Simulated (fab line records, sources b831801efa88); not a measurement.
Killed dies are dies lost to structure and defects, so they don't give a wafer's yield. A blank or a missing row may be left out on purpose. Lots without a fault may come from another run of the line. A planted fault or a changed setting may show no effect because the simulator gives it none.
fab line records | flow sky130
record lots=6 wafers=16 last_day=50
route steps=708 shown LOCAL_INTERCONNECT@394 CONTACT@406 PAD_OPEN@708
lots that met no fault: from a run of the same line without faults
start_h: hours from the record's first day to the start of the lot's first wafer shown | wait_h: hours since the lot's step before | " the same as in the row above | L1.1+2: a row that stands for several wafers | - no value, or no start given | * or withheld: withheld | < > ~ a bound
route shown NAME@n: a module of which the file shows steps, and the number in the route of the first | usual: mean/standard deviation of fault-free wafers | same: alike in all rows | chamber/n: place in a boat | sites: the reading at each site | _std_site: their standard deviation | _edge_site: outer sites' mean less inner sites' | radius_mm: how far each site lies from the wafer's centre | mask NAME#n: copy n | behind: the tool/chamber that last shaped the wafer | hold: why the lot was held/for how many hours/how that ended | device: the transistor (n, p or np) that didn't switch | end of line: the same wafers' tests at the end of the route | a step without rows: its recipe alone | killed: dies lost to structure and defects at the first sort, not the wafer's yield | map: a wafer's dies, x killed, . not, _ none there
set.NAME: the setting as run; set.NAME@STEP: as run at that earlier step | model.NAME: the simulator's own value behind a step, which no gauge read
lots at some steps of the route; a table a step, a row a wafer
services: from which hour (start_h, from the record's first day; less than 0 if before it) a tool's chamber was out of use, for how many hours, and why
## steps
# step SKY_LOCAL_INTERCONNECT_SOFTBAKE_07
# recipe temp_c=100 time_s=90 resist=KrF-thick
# step SKY_LOCAL_INTERCONNECT_EXPOSE_08
# recipe mask_id=LI1M na=0.8 source_shape=annular sigma_inner=0.55 sigma_outer=0.85 target_cd_nm=170 dose_mj=28
# step SKY_LOCAL_INTERCONNECT_PEB_09
# recipe peb_temp_c=withheld peb_time_s=withheld resist=KrF-thick
# step SKY_LOCAL_INTERCONNECT_DEVELOP_10
# recipe develop_time_s=60 resist=KrF-thick dev_temp_c=21
# step SKY_LOCAL_INTERCONNECT_CD_MEAS_11
# recipe target_cd_nm=170
# usual cd_nm=170.3/1.7
# columns lot.wafer tool chamber start_h wait_h cd_nm
L216.3 cd_sem-01 - 764.89 - 168.0
L216.4 " - " " 168.2
L216.6 " - " " 166.7
L217.1 cd_sem-01 - 768.17 - 168.3
L217.3 " - " " 169.7
L217.4 " - " " 167.7
L223.2 cd_sem-01 - 818.67 - 170.0
L223.6 " - " " 170.1
L224.2 cd_sem-02 - 836.73 - 169.3
L224.4 " - " " 167.6
L228.2 cd_sem-02 - 852.28 - 171.2
L228.3 " - " " 173.1
L228.5 " - " " 171.7
L231.1 cd_sem-01 - 875.75 - 171.6
L231.5 " - " " 170.8
L231.6 " - " " 170.5
# step SKY_LOCAL_INTERCONNECT_OVL_MEAS_12
# usual LOCAL_INTERCONNECT_OVL=0/5.4
# columns lot.wafer tool chamber start_h wait_h LOCAL_INTERCONNECT_OVL[nm]
L216.3 overlay-01 - 764.99 0.1 1
L216.4 " - " " -1
L216.6 " - " " -4
L217.1 overlay-02 - 768.29 0.1 0
L217.3 " - " " -8
L217.4 " - " " -1
L223.2 overlay-02 - 818.78 0.1 4
L223.6 " - " " 4
L224.2 overlay-02 - 836.84 0.1 2
L224.4 " - " " 9
L228.2 overlay-01 - 852.39 0.1 -5
L228.3 " - " " 1
L228.5 " - " " -1
L231.1 overlay-01 - 875.87 0.1 -7
L231.5 " - " " -8
L231.6 " - " " 3
# step SKY_LOCAL_INTERCONNECT_ETCH_13
# recipe chemistry=N2/H2 target=BARC ion_energy_ev=200 bias_w=100 pressure_mtorr=30 n2_flow_sccm=100 h2_flow_sccm=200 icp_w=500 stop_on=SiO2 time_s=45.9 target_depth_a=600
# usual drypump_motor_current_A=5.4/0.39 he_backside_leak_sccm=3.3/0.35 oes_product_au=0.855/0.0045 throttle_valve_pct=13.225/0.0093
# columns lot.wafer tool chamber start_h wait_h drypump_motor_current_A he_backside_leak_sccm oes_product_au rf_hours_counter_h throttle_valve_pct
L216.3 rie_metal-03 0 765.03 0.0 5.1 3.3 0.861 - 13.222
L216.4 " 1 " " 5.0 3.1 0.861 - 13.241
L216.6 " 1 " " 5.0 3.2 0.848 - 13.229
L217.1 rie_metal-01 1 768.32 0.0 5.2 3.6 0.861 10 13.229
L217.3 " 0 " " 5.8 3.2 0.855 - 13.223
L217.4 " 1 " " 5.2 3.5 0.854 - 13.228
L223.2 rie_metal-03 1 818.83 0.0 4.9 3.2 0.860 - 13.233
L223.6 " 1 " " 5.0 3.2 0.857 - 13.217
L224.2 rie_metal-03 0 836.87 0.0 5.1 3.2 0.859 0 13.231
L224.4 " 0 " " 5.1 3.3 0.851 - 13.200
L228.2 rie_metal-03 0 852.42 0.0 5.1 3.0 0.853 1 13.239
L228.3 " 0 " " 5.1 3.0 0.858 - 13.226
L228.5 " 0 " " 5.1 3.0 0.856 - 13.235
L231.1 rie_metal-01 0 875.91 0.0 5.7 3.4 0.857 6 13.225
L231.5 " 1 " " 5.2 3.4 0.854 - 13.236
L231.6 " 0 " " 5.8 3.4 0.856 - 13.225
# step SKY_LOCAL_INTERCONNECT_METAL_ETCH_14
# recipe target_depth_nm=110 stop_on=PSG chemistry=Cl2/BCl3 target=TiN resist_sidewall_deg=88 pressure_mtorr=10 icp_w=900 bias_w=48.5 Cl2_flow_sccm=60 bcl3_flow_sccm=30 time_s=31.4
# usual drypump_motor_current_A=5.4/0.39 he_backside_leak_sccm=3.28/0.22 oes_product_au=0.942/0.0064 throttle_valve_pct=21.899/0.0096
# columns lot.wafer tool chamber start_h wait_h drypump_motor_current_A he_backside_leak_sccm oes_product_au rf_hours_counter_h throttle_valve_pct
L216.3 rie_metal-03 0 765.09 0.0 5.1 3.18 0.947 - 21.909
L216.4 " 1 " " 5.0 3.06 0.938 - 21.899
L216.6 " 1 " " 5.0 3.07 0.946 - 21.894
L217.1 rie_metal-01 1 768.39 0.0 5.2 3.84 0.945 10 21.903
L217.3 " 0 " " 5.7 3.29 0.952 - 21.892
L217.4 " 1 " " 5.1 3.85 0.953 - 21.885
L223.2 rie_metal-03 1 818.95 0.1 5.0 3.14 0.946 - 21.897
L223.6 " 1 " " 4.9 3.02 0.949 - 21.904
L224.2 rie_metal-03 0 836.93 0.0 5.1 3.03 0.930 0 21.889
L224.4 " 0 " " 5.1 3.10 0.945 - 21.910
L228.2 rie_metal-03 0 852.48 0.0 5.1 3.05 0.931 1 21.906
L228.3 " 0 " " 5.1 3.02 0.931 - 21.913
L228.5 " 0 " " 5.1 3.05 0.928 - 21.897
L231.1 rie_metal-01 0 875.97 0.0 5.7 3.33 0.930 6 21.902
L231.5 " 1 " " 5.1 3.52 0.943 - 21.908
L231.6 " 0 " " 5.7 3.30 0.941 - 21.891
# step SKY_LOCAL_INTERCONNECT_STRIP_15
# recipe chemistry=O2/N2 power_w=1400 pressure_mtorr=1500 platen_temp_c=withheld o2_flow_sccm=3000 n2_flow_sccm=300 overash_fraction=0.5
# usual drypump_motor_current_A=5.75/0.21 oes_product_au=0.427/0.0043 strip_time_to_endpoint_s=4.725/0.02
# columns lot.wafer tool chamber start_h wait_h drypump_motor_current_A oes_product_au rf_hours_counter_h strip_time_to_endpoint_s
L216.3 plasma_asher-03 1 765.16 0.1 5.97 0.429 - 4.713
L216.4 " 0 " " 5.82 0.426 - 4.705
L216.6 " 1 " " 5.95 0.434 - 4.726
L217.1 plasma_asher-04 0 768.44 0.0 5.79 0.425 2 4.733
L217.3 " 0 " " 5.79 0.421 - 4.690
L217.4 " 1 " " 5.86 0.423 - 4.720
L223.2 plasma_asher-03 0 819.04 0.1 5.83 0.430 39 4.723
L223.6 " 0 " " 5.82 0.426 - 4.737
L224.2 plasma_asher-01 1 836.98 0.0 5.70 0.426 105 4.725
L224.4 " 1 " " 5.72 0.422 - 4.743
L228.2 plasma_asher-04 1 852.53 0.0 5.88 0.436 10 4.696
L228.3 " 1 " " 5.89 0.432 - 4.743
L228.5 " 0 " " 5.82 0.433 - 4.734
L231.1 plasma_asher-04 1 876.02 0.0 5.87 0.423 12 4.750
L231.5 " 1 " " 5.87 0.431 - 4.749
L231.6 " 0 " " 5.74 0.425 - 4.741
# step SKY_LOCAL_INTERCONNECT_STRIP_16
# recipe chemistry=post_etch_residue_remover time_s=1200 temp_c=72.5
# step SKY_LOCAL_INTERCONNECT_CLEAN_17
# recipe chemistry=IPA time_s=180 temp_c=25
# step SKY_LOCAL_INTERCONNECT_CLEAN_18
# recipe chemistry=O3/DIW dry=n2_spin
# step SKY_CONTACT_CVD_00
# recipe material=Si3N4 target_thk_nm=75 temp_c=400 time_s=withheld rf_w=450
# usual heater_power_w=749/96
# columns lot.wafer tool chamber start_h wait_h heater_power_w model.Si3N4_of_CONTACT_CVD_00.thk_nm
L216.3 pecvd-02 2 765.72 0.0 692 73.27
L216.4 " 2 " " 691 75.39
L216.6 " 0 " " 706 74.39
L217.1 pecvd-03 2 769.03 0.0 780 74.73
L217.3 " 1 " " 896 74.66
L217.4 " 0 " " 911 75.56
L223.2 pecvd-03 0 819.63 0.0 983 132.8
L223.6 " 2 " " 852 135.1
L224.2 pecvd-03 2 837.64 0.0 750 133.8
L224.4 " 0 " " 948 74.3
L228.2 pecvd-02 1 853.12 0.0 660 73.27
L228.3 " 2 " " 664 74.21
L228.5 " 1 " " 648 75.24
L231.1 pecvd-04 2 876.65 0.0 677 74.64
L231.5 " 2 " " 691 76.25
L231.6 " 1 " " 828 74.71
# step SKY_CONTACT_THK_MEAS_01
# recipe reads=Si3N4_of_CONTACT_CVD_00
# usual CONTACT_CVD_00_THK=74.8/0.83
# columns lot.wafer tool chamber start_h wait_h CONTACT_CVD_00_THK[nm]
L216.3 film_metro-01 - 765.77 - 73.3
L216.4 " - " " 75.4
L216.6 " - " " 74.5
L217.1 film_metro-02 - 769.06 - 74.7
L217.3 " - " " 74.7
L217.4 " - " " 75.6
L223.2 film_metro-02 - 819.69 - 132.7
L223.6 " - " " 135.2
L224.2 film_metro-04 - 837.70 - 133.8
L224.4 " - " " 74.3
L228.2 film_metro-02 - 853.17 - 73.2
L228.3 " - " " 74.2
L228.5 " - " " 75.3
L231.1 film_metro-02 - 876.68 - 74.6
L231.5 " - " " 76.3
L231.6 " - " " 74.7
# step SKY_CONTACT_HDPCVD_02
# recipe material=SiO2 target_thk_nm=565 sigma_open_frac=0.3 time_s=94.2 temp_c=600 sih4_flow_sccm=60 pressure_mtorr=6
# step SKY_CONTACT_THK_MEAS_03
# recipe reads=SiO2_of_CONTACT_HDPCVD_02
# usual CONTACT_HDPCVD_THK=566/4.8
# columns lot.wafer tool chamber start_h wait_h CONTACT_HDPCVD_THK[nm]
L216.3 film_metro-04 - 765.90 0.1 567
L216.4 " - " " 566
L216.6 " - " " 563
L217.1 film_metro-04 - 769.19 0.0 561
L217.3 " - " " 567
L217.4 " - " " 561
L223.2 film_metro-01 - 819.82 0.0 558
L223.6 " - " " 566
L224.2 film_metro-01 - 837.83 0.0 571
L224.4 " - " " 571
L228.2 film_metro-01 - 853.30 0.0 570
L228.3 " - " " 565
L228.5 " - " " 571
L231.1 film_metro-04 - 876.81 0.0 567
L231.5 " - " " 569
L231.6 " - " " 571
# step SKY_CONTACT_CMP_04
# recipe material=SiO2 down_force_psi=4 platen_rpm=60 pad_velocity_m_s=0.94248
# usual motor_current_A=12.5/1.5 slurry_filter_dp_kPa=13.51/0.15
# columns lot.wafer tool chamber start_h wait_h motor_current_A slurry_filter_dp_kPa
L216.4 cmp-01 1 765.94 0.0 10.9 13.40
L216.3 " 3 " " 13.7 13.39
L216.6 " 2 " " 11.2 13.19
L217.1 cmp-02 1 769.30 0.1 9.7 13.50
L217.3 " 2 " " 13.3 13.43
L217.4 " 3 " " 11.6 13.46
L223.2 cmp-01 1 819.97 0.1 11.8 13.28
L223.6 " 3 " " 14.1 13.45
L224.4 cmp-01 1 837.88 0.0 11.1 13.44
L224.2 " 0 " " 14.8 13.51
L228.2 cmp-01 0 853.35 0.0 14.6 13.65
L228.3 " 1 " " 11.0 13.70
L228.5 " 1 " " 11.0 13.52
L231.1 cmp-01 0 876.92 0.1 14.4 13.70
L231.6 " 3 " " 13.2 13.58
L231.5 " 0 " " 14.7 13.64
# step SKY_CONTACT_BOW_MEAS_05
# recipe mode=bow
# usual CONTACT_BOW=83/7
# columns lot.wafer tool chamber start_h wait_h CONTACT_BOW[um]
L216.3 film_metro-01 - 766.28 0.2 88
L216.4 " - " " 84
L216.6 " - " " 83
L217.1 film_metro-01 - 769.55 0.2 74
L217.3 " - " " 84
L217.4 " - " " 84
L223.2 film_metro-01 - 820.19 0.2 77
L223.6 " - " " 74
L224.2 film_metro-02 - 838.20 0.1 84
L224.4 " - " " 81
L228.2 film_metro-04 - 853.67 0.3 94
L228.3 " - " " 86
L228.5 " - " " 83
L231.1 film_metro-02 - 877.17 0.2 89
L231.5 " - " " 91
L231.6 " - " " 80
# step SKY_CONTACT_DEHYDRATE_06
# recipe temp_c=200 time_s=60
# step SKY_CONTACT_HMDS_07
# recipe prime_time_s=60 prime_temp_c=120
# step SKY_CONTACT_COAT_08
# recipe resist=BARC temp_c=withheld time_s=withheld spin_rpm=3000 resist_thk_nm=60
# step SKY_CONTACT_COAT_09
# recipe resist=KrF-thick spin_rpm=3000 resist_thk_nm=450
# step SKY_CONTACT_SOFTBAKE_10
# recipe temp_c=100 time_s=90 resist=KrF-thick
# step SKY_CONTACT_EXPOSE_11
# recipe mask_id=CTM1 na=0.8 source_shape=annular sigma_inner=0.55 sigma_outer=0.85 target_cd_nm=170 dose_mj=38
# step SKY_CONTACT_PEB_12
# recipe peb_temp_c=withheld peb_time_s=withheld resist=KrF-thick
# step SKY_CONTACT_DEVELOP_13
# recipe develop_time_s=60 resist=KrF-thick dev_temp_c=21
# step SKY_CONTACT_CD_MEAS_14
# recipe target_cd_nm=170
# usual cd_nm=169.6/1.6
# columns lot.wafer tool chamber start_h wait_h cd_nm
L216.3 cd_sem-01 - 793.10 - 169.4
L216.4 " - " " 169.2
L216.6 " - " " 169.8
L217.1 cd_sem-02 - 802.11 - 171.9
L217.3 " - " " 171.4
L217.4 " - " " 169.5
L223.2 cd_sem-02 - 846.46 - 167.4
L223.6 " - " " 168.8
L224.2 cd_sem-02 - 863.29 - 171.6
L224.4 " - " " 172.0
L228.2 cd_sem-02 - 880.26 - 168.3
L228.3 " - " " 167.9
L228.5 " - " " 168.1
L231.1 cd_sem-01 - 903.14 - 173.4
L231.5 " - " " 170.6
L231.6 " - " " 170.5
# step SKY_CONTACT_OVL_MEAS_15
# usual CONTACT_OVL=0/4.1
# columns lot.wafer tool chamber start_h wait_h CONTACT_OVL[nm]
L216.3 overlay-01 - 793.19 0.1 -2
L216.4 " - " " 0
L216.6 " - " " -3
L217.1 overlay-02 - 802.23 0.1 -2
L217.3 " - " " -4
L217.4 " - " " -5
L223.2 overlay-02 - 846.56 0.1 1
L223.6 " - " " -4
L224.2 overlay-01 - 863.39 0.1 5
L224.4 " - " " -2
L228.2 overlay-01 - 880.38 0.1 -3
L228.3 " - " " 3
L228.5 " - " " 4
L231.1 overlay-02 - 903.26 0.1 0
L231.5 " - " " -1
L231.6 " - " " 9
# step SKY_CONTACT_ETCH_16
# recipe chemistry=N2/H2 target=BARC ion_energy_ev=200 source_w=500 bias_w=100 pressure_mtorr=30 n2_flow_sccm=100 h2_flow_sccm=200 stop_on=SiO2 time_s=45.9 target_depth_a=600
# usual drypump_motor_current_A=5.7/0.31 oes_product_au=0.855/0.0049 throttle_valve_pct=13.225/0.0089
# columns lot.wafer tool chamber start_h wait_h drypump_motor_current_A oes_product_au rf_hours_counter_h throttle_valve_pct
L216.3 rie_diel-04 2 793.22 0.0 5.6 0.852 19 13.217
L216.4 " 3 " " 5.8 0.853 30 13.231
L216.6 " 2 " " 5.6 0.856 - 13.225
L217.1 rie_diel-04 2 802.27 0.0 5.6 0.851 20 13.234
L217.3 " 1 " " 5.3 0.855 10 13.235
L217.4 " 3 " " 5.7 0.854 31 13.223
L223.2 rie_diel-04 0 846.59 0.0 6.0 0.855 8 13.227
L223.6 " 1 " " 5.3 0.854 - 13.218
L224.2 rie_diel-04 3 863.42 0.0 5.8 0.865 0 13.205
L224.4 " 1 " " 5.4 0.846 - 13.223
L228.2 rie_diel-04 1 880.41 0.0 5.3 0.859 13 13.230
L228.3 " 2 " " 5.6 0.852 23 13.221
L228.5 " 1 " " 5.3 0.858 - 13.230
L231.1 rie_diel-04 1 903.29 0.0 5.3 0.855 14 13.223
L231.5 " 1 " " 5.3 0.856 - 13.239
L231.6 " 0 " " 6.0 0.852 - 13.223
# step SKY_CONTACT_ETCH_17
# recipe target=SiO2 chemistry=C4F8/O2/Ar stop_on=Si3N4 mask_material=KrF-thick source_w=1500 bias_w=1200 pressure_mtorr=40 c4f8_flow_sccm=withheld O2_flow_sccm=6 Ar_flow_sccm=300 time_s=withheld target_depth_a=3400
# step SKY_CONTACT_ETCH_18
# recipe target=Si3N4 chemistry=CHF3/O2 stop_on=TiN source_w=600 bias_w=200 pressure_mtorr=40 chf3_flow_sccm=50 O2_flow_sccm=5 time_s=39 target_depth_a=750
# usual drypump_motor_current_A=5.7/0.3 oes_product_au=0.853/0.0068 throttle_valve_pct=8.792/0.0093
# columns lot.wafer tool chamber start_h wait_h drypump_motor_current_A oes_product_au rf_hours_counter_h throttle_valve_pct model.etch.depth_nm
L216.3 rie_diel-04 2 - - 5.6 0.843 19 8.782 73.27
L216.4 " 3 " " 5.8 0.855 30 8.803 75.39
L216.6 " 2 " " 5.6 0.858 - 8.777 74.39
L217.1 rie_diel-04 2 - - 5.6 0.853 20 8.795 74.73
L217.3 " 1 " " 5.3 0.853 10 8.804 74.66
L217.4 " 3 " " 5.7 0.857 31 8.797 75.56
L223.2 rie_diel-04 0 - - 6.0 0.996 8 8.821 97.5
L223.6 " 1 " " 5.3 1.005 - 8.816 98.68
L224.2 rie_diel-04 3 - - 5.7 0.995 0 8.837 96.34
L224.4 " 1 " " 5.3 0.846 - 8.803 74.3
L228.2 rie_diel-04 1 - - 5.4 0.845 13 8.804 73.27
L228.3 " 2 " " 5.6 0.851 23 8.791 74.21
L228.5 " 1 " " 5.3 0.861 - 8.795 75.24
L231.1 rie_diel-04 1 - - 5.3 0.846 14 8.792 74.64
L231.5 " 1 " " 5.3 0.872 - 8.810 76.25
L231.6 " 0 " " 6.0 0.852 - 8.793 74.71
# step SKY_CONTACT_STRIP_19
# recipe chemistry=O2/N2 power_w=1400 pressure_mtorr=1500 platen_temp_c=withheld o2_flow_sccm=3000 n2_flow_sccm=300 overash_fraction=0.5
# step SKY_PAD_OPEN_PROBE_99
# usual killed_at_M0_to_M3=45/7.3 killed_at_M4_up=3.2/1.8 killed_at_contacts=25/5.5 killed_at_front_end=15/4.2 killed_at_other=0.3/0.69 killed_dies=89/9.4 killed_on_rim=17/3.8 killed_open=49/6.6 killed_short=40/6.4
# same gross_dies=492 killed_at_back_side=0
# columns lot.wafer tool chamber start_h wait_h killed_at_M0_to_M3 killed_at_M4_up killed_at_contacts killed_at_front_end killed_at_other killed_dies killed_on_rim killed_open killed_short
L216.3 prober-01 - 1120.26 0.2 41 3 28 15 0 87 18 42 45
L216.4 prober-01 - 1120.31 0.2 53 5 23 11 2 94 13 55 39
L216.6 prober-01 - 1120.41 0.2 36 1 21 19 0 77 17 44 32
L217.1 prober-02 - 1128.17 0.1 39 4 29 13 3 88 16 44 43
L217.3 prober-02 - 1128.27 0.2 31 6 23 19 0 79 18 44 35
L217.4 prober-02 - 1128.32 0.2 40 4 25 13 0 82 17 42 40
L223.2 prober-02 - 1159.58 0.1 60 3 411 16 2 492 96 38 63
L223.6 prober-02 - 1159.78 0.2 49 5 426 12 0 492 96 42 45
L224.2 prober-01 - 1167.81 0.1 55 3 425 9 0 492 96 55 39
L224.4 prober-01 - 1167.91 0.2 37 1 22 15 0 75 15 48 27
L228.2 prober-01 - 1181.86 0.1 38 1 22 9 0 70 9 39 30
L228.3 prober-01 - 1181.91 0.2 41 3 33 17 0 94 21 51 42
L228.5 prober-01 - 1182.01 0.2 44 3 32 18 0 97 22 58 38
L231.1 prober-02 - 1196.82 0.1 41 5 26 29 0 101 18 58 43
L231.5 prober-02 - 1197.02 0.2 39 4 23 15 2 83 16 49 34
L231.6 prober-02 - 1197.07 0.2 52 1 22 13 0 88 17 50 38
# killed by level:class
L216.3 CONTACT:geometric_particle:open=9 VIA1:geometric_particle:open=8 LI_CONTACT:geometric_particle:open=7 FIELD_ISO:geometric_particle:open=6 METAL2:geometric_particle:short=6 LI_CONTACT:geometric_particle:short=5 METAL1:geometric_particle:short=5 VIA1:geometric_particle:short=5
L216.4 VIA2:geometric_particle:open=15 CONTACT:geometric_particle:open=8 VIA1:geometric_particle:open=8 METAL2:geometric_particle:short=8 VIA3:geometric_particle:open=7 LI_CONTACT:geometric_particle:open=5 METAL1:geometric_particle:short=5 VIA2:geometric_particle:short=5
L216.6 CONTACT:geometric_particle:open=10 FIELD_ISO:geometric_particle:open=7 VIA2:geometric_particle:open=6 VIA1:geometric_particle:open=6 FIELD_ISO:geometric_particle:short=5 METAL1:geometric_particle:short=5 METAL2:geometric_particle:short=5 POLY_GATE:geometric_particle:open=4
L217.1 VIA1:geometric_particle:open=10 CONTACT:geometric_particle:open=9 LI_CONTACT:geometric_particle:open=8 CONTACT:geometric_particle:short=6 METAL2:geometric_particle:short=6 LOCAL_INTERCONNECT:geometric_particle:short=4 METAL1:geometric_particle:short=4 VIA2:geometric_particle:short=4
L217.3 LI_CONTACT:geometric_particle:open=13 VIA1:geometric_particle:open=8 POLY_GATE:geometric_particle:short=7 CONTACT:geometric_particle:open=7 METAL2:geometric_particle:short=6 VIA2:geometric_particle:short=6 POLY_GATE:geometric_particle:open=4 METAL4:geometric_particle:short=4
L217.4 VIA1:geometric_particle:open=13 CONTACT:geometric_particle:open=8 VIA2:geometric_particle:open=7 LI_CONTACT:geometric_particle:short=6 VIA1:geometric_particle:short=5 CONTACT:geometric_particle:short=5 FIELD_ISO:geometric_particle:short=4 VIA3:geometric_particle:short=4
L223.2 CONTACT:area_etch=391 VIA1:geometric_particle:open=15 POLY_GATE:geometric_particle:short=10 METAL2:geometric_particle:short=8 METAL1:geometric_particle:short=8 CONTACT:geometric_particle:short=7 CONTACT:geometric_particle:open=6 VIA3:geometric_particle:open=6
L223.6 CONTACT:area_etch=405 VIA2:geometric_particle:open=11 VIA1:geometric_particle:open=8 CONTACT:geometric_particle:open=7 LOCAL_INTERCONNECT:geometric_particle:short=6 VIA1:geometric_particle:short=6 VIA3:geometric_particle:open=6 FIELD_ISO:geometric_particle:short=5
L224.2 CONTACT:area_etch=398 LI_CONTACT:geometric_particle:open=12 VIA1:geometric_particle:open=10 VIA2:geometric_particle:open=9 CONTACT:geometric_particle:open=9 METAL1:geometric_particle:short=8 METAL2:geometric_particle:short=7 VIA3:geometric_particle:open=6
L224.4 VIA2:geometric_particle:open=13 CONTACT:geometric_particle:open=10 VIA1:geometric_particle:open=7 METAL2:geometric_particle:short=4 POLY_GATE:geometric_particle:open=4 LI_CONTACT:geometric_particle:open=4 FIELD_ISO:geometric_particle:open=3 POLY_GATE:geometric_particle:short=3
L228.2 CONTACT:geometric_particle:open=10 VIA3:geometric_particle:open=7 VIA1:geometric_particle:open=6 VIA2:geometric_particle:open=6 LI_CONTACT:geometric_particle:open=4 CONTACT:geometric_particle:short=4 METAL2:geometric_particle:short=4 VIA3:geometric_particle:short=4
L228.3 CONTACT:geometric_particle:open=16 VIA2:geometric_particle:open=9 VIA1:geometric_particle:open=8 LOCAL_INTERCONNECT:geometric_particle:short=7 FIELD_ISO:geometric_particle:open=6 CONTACT:geometric_particle:short=6 METAL1:geometric_particle:short=5 FIELD_ISO:geometric_particle:short=4
L228.5 LI_CONTACT:geometric_particle:open=12 CONTACT:geometric_particle:open=11 VIA1:geometric_particle:open=8 METAL1:geometric_particle:short=7 VIA2:geometric_particle:open=7 POLY_GATE:geometric_particle:open=5 VIA1:geometric_particle:short=5 METAL2:geometric_particle:short=5
L231.1 CONTACT:geometric_particle:open=12 VIA2:geometric_particle:open=9 VIA1:geometric_particle:open=8 VIA3:geometric_particle:open=8 FIELD_ISO:geometric_particle:short=7 FIELD_ISO:geometric_particle:open=6 METAL2:geometric_particle:short=6 POLY_GATE:geometric_particle:open=5
L231.5 CONTACT:geometric_particle:open=8 VIA3:geometric_particle:open=8 VIA1:geometric_particle:open=7 VIA2:geometric_particle:open=7 LI_CONTACT:geometric_particle:open=6 METAL2:geometric_particle:short=6 POLY_GATE:geometric_particle:short=4 LOCAL_INTERCONNECT:geometric_particle:short=4
L231.6 VIA1:geometric_particle:open=13 CONTACT:geometric_particle:open=12 VIA2:geometric_particle:open=7 VIA3:geometric_particle:open=6 VIA3:geometric_particle:short=5 VIA1:geometric_particle:short=5 METAL1:geometric_particle:short=5 FIELD_ISO:geometric_particle:short=4
# map L223.2 (x killed, . not)
__________xxxxxxxxxx_________
________xxxxxxxxxxxxxx_______
______xxxxxxxxxxxxxxxxxx_____
_____xxxxxxxxxxxxxxxxxxxx____
____xxxxxxxxxxxxxxxxxxxxxx___
___xxxxxxxxxxxxxxxxxxxxxxxx__
__xxxxxxxxxxxxxxxxxxxxxxxxxx_
_xxxxxxxxxxxxxxxxxxxxxxxxxxxx
_xxxxxxxxxxxxxxxxxxxxxxxxxxxx
_xxxxxxxxxxxxxxxxxxxxxxxxxxxx
_xxxxxxxxxxxxxxxxxxxxxxxxxxxx
_xxxxxxxxxxxxxxxxxxxxxxxxxxxx
_xxxxxxxxxxxxxxxxxxxxxxxxxxxx
_xxxxxxxxxxxxxxxxxxxxxxxxxxxx
_xxxxxxxxxxxxxxxxxxxxxxxxxxxx
__xxxxxxxxxxxxxxxxxxxxxxxxxx_
___xxxxxxxxxxxxxxxxxxxxxxxx__
____xxxxxxxxxxxxxxxxxxxxxx___
_____xxxxxxxxxxxxxxxxxxxx____
______xxxxxxxxxxxxxxxxxx_____
________xxxxxxxxxxxxxx_______
__________xxxxxxxxxx_________
# map L224.2 (x killed, . not)
__________xxxxxxxxxx_________
________xxxxxxxxxxxxxx_______
______xxxxxxxxxxxxxxxxxx_____
_____xxxxxxxxxxxxxxxxxxxx____
____xxxxxxxxxxxxxxxxxxxxxx___
___xxxxxxxxxxxxxxxxxxxxxxxx__
__xxxxxxxxxxxxxxxxxxxxxxxxxx_
_xxxxxxxxxxxxxxxxxxxxxxxxxxxx
_xxxxxxxxxxxxxxxxxxxxxxxxxxxx
_xxxxxxxxxxxxxxxxxxxxxxxxxxxx
_xxxxxxxxxxxxxxxxxxxxxxxxxxxx
_xxxxxxxxxxxxxxxxxxxxxxxxxxxx
_xxxxxxxxxxxxxxxxxxxxxxxxxxxx
_xxxxxxxxxxxxxxxxxxxxxxxxxxxx
_xxxxxxxxxxxxxxxxxxxxxxxxxxxx
__xxxxxxxxxxxxxxxxxxxxxxxxxx_
___xxxxxxxxxxxxxxxxxxxxxxxx__
____xxxxxxxxxxxxxxxxxxxxxx___
_____xxxxxxxxxxxxxxxxxxxx____
______xxxxxxxxxxxxxxxxxx_____
________xxxxxxxxxxxxxx_______
__________xxxxxxxxxx_________
## services
# columns tool chamber start_h hours kind
cmp-02 - 744.00 4.0 pm
pecvd-02 - 754.27 0.8 repair
pecvd-02 2 759.05 6.6 repair
pecvd-04 - 767.98 5.6 repair
pecvd-04 - 770.75 0.8 repair
pecvd-03 - 773.78 1.3 repair
cmp-01 - 787.28 0.5 repair
pecvd-04 0 792.25 10.5 repair
plasma_asher-03 - 802.61 2.8 pm
cmp-01 - 808.74 3.4 repair
rie_diel-04 3 810.60 13.1 repair
plasma_asher-04 - 816.29 3.6 repair
pecvd-02 - 832.76 1.7 repair
rie_diel-04 3 836.33 - clean
rie_diel-04 3 836.33 18.7 scheduled_down
cmp-01 - 838.26 3.9 pm
rie_metal-01 - 842.14 0.2 repair
pecvd-03 0 854.11 10.7 repair
rie_metal-03 - 857.08 2.8 pm
rie_diel-04 3 859.52 2.9 repair
rie_diel-04 2 860.83 8.7 repair
rie_diel-04 0 882.33 20.5 repair
plasma_asher-03 - 896.65 0.3 repair
plasma_asher-04 - 900.28 9.3 repair
## key
first_sign step=SKY_CONTACT_THK_MEAS_01 reading=CONTACT_CVD_00_THK direction=up sigmas=71 usual=74.8 struck=133.9
effect step=SKY_CONTACT_ETCH_18 reading=oes_product_au direction=up sigmas=21 usual=0.853 struck=0.999
effect step=SKY_PAD_OPEN_PROBE_99 reading=killed_at_contacts direction=up sigmas=72 usual=25 struck=421
model_effect step=SKY_CONTACT_CVD_00 value=Si3N4_of_CONTACT_CVD_00.thk_nm without=74.68 struck=133.9
model_effect step=SKY_CONTACT_ETCH_18 value=etch.depth_nm without=74.68 struck=97.51
more_kills_born_at SKY_CONTACT_ETCH_18@rie_diel-04=1194
met_at SKY_CONTACT_CVD_00
struck_wafers L223.2,L223.6,L224.2
later_rows_left_out L223.2,L223.6,L224.2
tester_left_out L223,L224
onset_between 769.03 819.63
fault kind=process_parameter_drift tool=pecvd-03 chamber=- onset_h=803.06 steps=SKY_CONTACT_CVD_00 channel=target_thk_nm offset=59.535 shape=step end_h=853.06 scope=struck_wafers_only acts_in=these_recipes_only stated=75
# tester_left_out: of these lots the tester's yield and bins aren't shown, on N5 and GAA mostly nor the transistor test; their killed dies are dies lost to structure and defects alone, not to doping, threshold or leakage, so they don't give the yield
# later_rows_left_out: the simulator's readings of these wafers behind a module that went badly wrong aren't trusted and aren't shown, but for the sort
